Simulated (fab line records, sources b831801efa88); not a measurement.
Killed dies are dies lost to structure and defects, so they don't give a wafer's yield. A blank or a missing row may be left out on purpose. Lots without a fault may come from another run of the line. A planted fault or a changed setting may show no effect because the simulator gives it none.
A struck lot beside a sound one | flow sky130 | 15 steps out of a route of 708
Sound: wafers L617.2, L617.3, L617.6. Struck: wafers L622.3, L622.4, L622.6. The cause comes at the end.
At each step with rows: each side's tool, then ch and its chambers, then its first start. Under that, the readings that differ: sound wafers | struck wafers | difference of the means | sigmas: that difference in standard deviations of wafers without a fault.
alike: readings whose means differ by less than 2 such deviations, and words and numbers that are the same on both sides. not compared: withheld readings, readings that some wafer has no value for, bounds like >300 that may hide the same value, and numbers for which the record gives no deviation and whose values overlap.
The two part at a step that has a row with sigmas, a row that says differs or no value, or rows on one side only. Numbers that don't overlap but have no deviation are shown without sigmas and don't part them. A reading that every wafer of one side lacks parts them only if that side has two wafers or more.

SKY_VIA3_CD_MEAS_12: target cd 200 nm.
  sound on cd_sem-02, day 42 20:14; struck on cd_sem-01, day 44 03:48
  alike: cd_nm
SKY_VIA3_OVL_MEAS_13:
  sound on overlay-02, day 42 20:20; struck on overlay-01, day 44 03:53
  alike: VIA3_OVL
then, 1 step without rows for these wafers: SKY_VIA3_ETCH_14 (etches BARC in N2/H2, stops on SiO2, time 45.9 s, target depth 60 nm).
SKY_VIA3_ETCH_15: etches SiO2 in C4F8/O2/Ar, stops on TiN, target depth 507 nm, time 78 s.
  sound on rie_diel-04 ch 0,1,2, day 42 20:25; struck on rie_diel-03 ch 0,2, day 44 03:58
  alike: oes_product_au, rf_fwd_power_W
  not compared: rf_hours_counter_h
SKY_VIA3_STRIP_16: strips in O2/N2.
  sound on plasma_asher-01 ch 1, day 42 20:28; struck on plasma_asher-03 ch 0,1, day 44 04:03
  reading                     | sound          | struck         | difference | sigmas
  drypump_motor_current_A (A) | 5.71 5.67 5.69 | 5.37 5.03 5.36 | -0.44      | -2
  alike: oes_product_au, strip_time_to_endpoint_s
  not compared: rf_hours_counter_h
then, 3 steps without rows for these wafers: SKY_VIA3_STRIP_17 (strips in post etch residue remover, time 1200 s); SKY_VIA3_CLEAN_18 (cleans in IPA, time 180 s); SKY_VIA3_CLEAN_19 (cleans in O3/DIW).
SKY_VIA3_SPUTTER_20: material TiN, target thk 20 nm, time 80 s.
  sound on pvd_sputter-02, day 42 21:05; struck on pvd_sputter-04, day 44 04:37
  alike: throttle_valve_pct
SKY_VIA3_CVD_21: deposits W, target thk 390 nm, time 117.31 s.
  sound on cvd_w-02 ch 1, day 42 21:09; struck on cvd_w-01 ch 0,1, day 44 04:43
  alike: chamber_pressure_Torr, heater_power_outer_w, heater_power_w
SKY_VIA3_RS_MEAS_22: measures by four-point-probe.
  sound on film_metro-04, day 42 21:18; struck on film_metro-01, day 44 04:50
  alike: VIA3_W_RS
SKY_VIA3_THK_MEAS_23: measures by xrf.
  sound on film_metro-04, day 42 21:25; struck on film_metro-01, day 44 04:56
  alike: VIA3_W_THK
SKY_VIA3_CMP_24: polishes, stops on SiO2, t overpolish 20 s, target thk 0 nm.
  sound on cmp-01 ch 0,1,2, day 42 21:28; struck on cmp-02 ch 2,3, day 44 04:58
  reading                | sound             | struck            | difference | sigmas
  platen_rpm (rpm)       | 59.96 59.94 60.05 | 54.03 53.97 54.04 | -5.97      | -99 or more
  time_to_endpoint_s (s) | 95 96 92          | 117 104 117       | +18        | +4
  alike: motor_current_A, overpolish_run_s, retaining_ring_pressure_frac
SKY_METAL4_SPUTTER_00: material Ti, target thk 15 nm, time 10 s.
  sound on pvd_sputter-01, day 42 21:46; struck on pvd_sputter-01, day 44 05:16
  alike: throttle_valve_pct
-- the record jumps here: 5 days lie between the struck wafers' starts before and after (it left off in module METAL4 and takes up again in module PAD_OPEN, whose first step shown is number 708 of the route) --
SKY_PAD_OPEN_PROBE_99:
  sound on prober-02, day 48 01:55; struck on prober-01, day 49 04:55
  alike: defect_limited_yield, killed_at_M0_to_M3, killed_at_M4_up, killed_at_contacts, killed_at_front_end, killed_at_other, killed_dies, killed_open, killed_short, sort_bin_3_pad_short, sort_bin_5_function, sort_bin_6_memory, sort_n_pass, sort_yield_pct

WHERE THEY PART
First at SKY_VIA3_STRIP_16; last, within this record, at SKY_VIA3_CMP_24. Later steps at which nothing parts them and some readings are alike: SKY_METAL4_SPUTTER_00, SKY_PAD_OPEN_PROBE_99.

WHY: what the simulator had put in
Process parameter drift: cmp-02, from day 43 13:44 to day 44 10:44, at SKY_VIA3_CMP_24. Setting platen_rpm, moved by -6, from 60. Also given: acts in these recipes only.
